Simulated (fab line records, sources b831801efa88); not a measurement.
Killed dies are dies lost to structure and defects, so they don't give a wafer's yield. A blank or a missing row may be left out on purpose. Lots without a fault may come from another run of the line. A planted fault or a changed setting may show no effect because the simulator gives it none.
Which tool did it? | flow sky130 | 15 lots, 45 wafers sampled, at 2 steps of a route of 708

WHAT THE GAUGES READ, wafer by wafer
SKY_VIA3_OVL_MEAS_13.
lot  | measured     | on         | VIA3_OVL (nm)
L836 | day 41 06:23 | overlay-01 | -1 -5 -3
L837 | day 41 13:07 | overlay-01 | -14 -9 -16
L838 | day 41 23:41 | overlay-01 | -3 -7 -6
L839 | day 42 01:52 | overlay-02 | 5 -8 5
L841 | day 42 18:44 | overlay-02 | -8 -9 -6
L842 | day 43 01:11 | overlay-01 | -6 4 3
L847 | day 44 10:26 | overlay-02 | -5 -9 -4
L848 | day 44 12:20 | overlay-01 | -7 -1 -12
L849 | day 44 20:41 | overlay-01 | 9 -2 3
L850 | day 44 22:49 | overlay-01 | -4 0 -7
L851 | day 45 07:02 | overlay-01 | -3 6 -2
L852 | day 45 18:23 | overlay-02 | 3 2 -5
L853 | day 45 20:50 | overlay-02 | 9 -1 6
L854 | day 45 23:58 | overlay-01 | 1 -1 4
L856 | day 46 13:53 | overlay-01 | 5 -4 -12

WHICH TOOL RAN EACH LOT (tool, then ch and the chambers of the sampled wafers, then the start)
lot  | SKY_METAL3_STRIP_19
L836 | plasma_asher-02 ch 0,1, day 40 04:22
L837 | plasma_asher-02 ch 0,1, day 40 11:11
L838 | plasma_asher-03 ch 0,1, day 40 21:47
L839 | plasma_asher-03 ch 0,1, day 41 00:36
L841 | plasma_asher-03 ch 0,1, day 41 16:28
L842 | plasma_asher-02 ch 0,1, day 41 23:57
L847 | plasma_asher-03 ch 1, day 43 10:26
L848 | plasma_asher-02 ch 0,1, day 43 12:34
L849 | plasma_asher-01 ch 1, day 43 19:52
L850 | plasma_asher-03 ch 0,1, day 43 22:11
L851 | plasma_asher-03 ch 0,1, day 44 07:10
L852 | plasma_asher-01 ch 0,1, day 44 20:02
L853 | plasma_asher-01 ch 0,1, day 44 21:58
L854 | plasma_asher-03 ch 0,1, day 45 01:05
L856 | plasma_asher-03 ch 1, day 45 15:05
- SKY_METAL3_STRIP_19: strips in O2/N2.

WHAT THE TOOLS THEMSELVES READ (means of the sampled wafers that have a number; where no wafer has one, the mark that the record gives instead)
SKY_METAL3_STRIP_19.
lot  | tool            | drypump_motor_current_A (A) | oes_product_au (a.u.) | strip_time_to_endpoint_s (s)
L836 | plasma_asher-02 | 5.88                        | 0.501                 | 6.52
L837 | plasma_asher-02 | 5.74                        | 0.503                 | 6.56
L838 | plasma_asher-03 | 5.41                        | 0.501                 | 6.40
L839 | plasma_asher-03 | 5.52                        | 0.500                 | 6.43
L841 | plasma_asher-03 | 5.52                        | 0.497                 | 6.38
L842 | plasma_asher-02 | 5.74                        | 0.495                 | 6.39
L847 | plasma_asher-03 | 5.60                        | 0.500                 | 6.62
L848 | plasma_asher-02 | 5.93                        | 0.509                 | 6.61
L849 | plasma_asher-01 | 5.81                        | 0.500                 | 6.54
L850 | plasma_asher-03 | 5.40                        | 0.508                 | 6.56
L851 | plasma_asher-03 | 5.52                        | 0.502                 | 6.47
L852 | plasma_asher-01 | 5.91                        | 0.504                 | 6.60
L853 | plasma_asher-01 | 5.92                        | 0.506                 | 6.55
L854 | plasma_asher-03 | 5.52                        | 0.511                 | 6.56
L856 | plasma_asher-03 | 5.62                        | 0.502                 | 6.56

THE ANSWER, worked out from the rows above alone
Rule: what is usual is taken from the lots themselves. Put in order of their means at a reading, lots are off if they are a third of the lots or fewer, leave a main group of 4 or more, and stand apart from it by a gap of 3 or more times the standard deviation of the main group's means; of several such gaps the widest counts. A main group whose means are all the same, to the digits that the tables above print for the reading, isn't used. A lot without any number at a reading at which 4 lots or more have one is off too. The other lots that the step has rows for count as sound. The gauges are gone through in route order, then the tools' own readings, and for those a lot's mean is taken as printed above. The first step at which some lot is off is used, and at that step the reading that is off furthest; a lot without a number counts as furthest.
No lot is off at any reading shown: from this, nothing can be told.

WHAT THE SIMULATOR HAD PUT IN
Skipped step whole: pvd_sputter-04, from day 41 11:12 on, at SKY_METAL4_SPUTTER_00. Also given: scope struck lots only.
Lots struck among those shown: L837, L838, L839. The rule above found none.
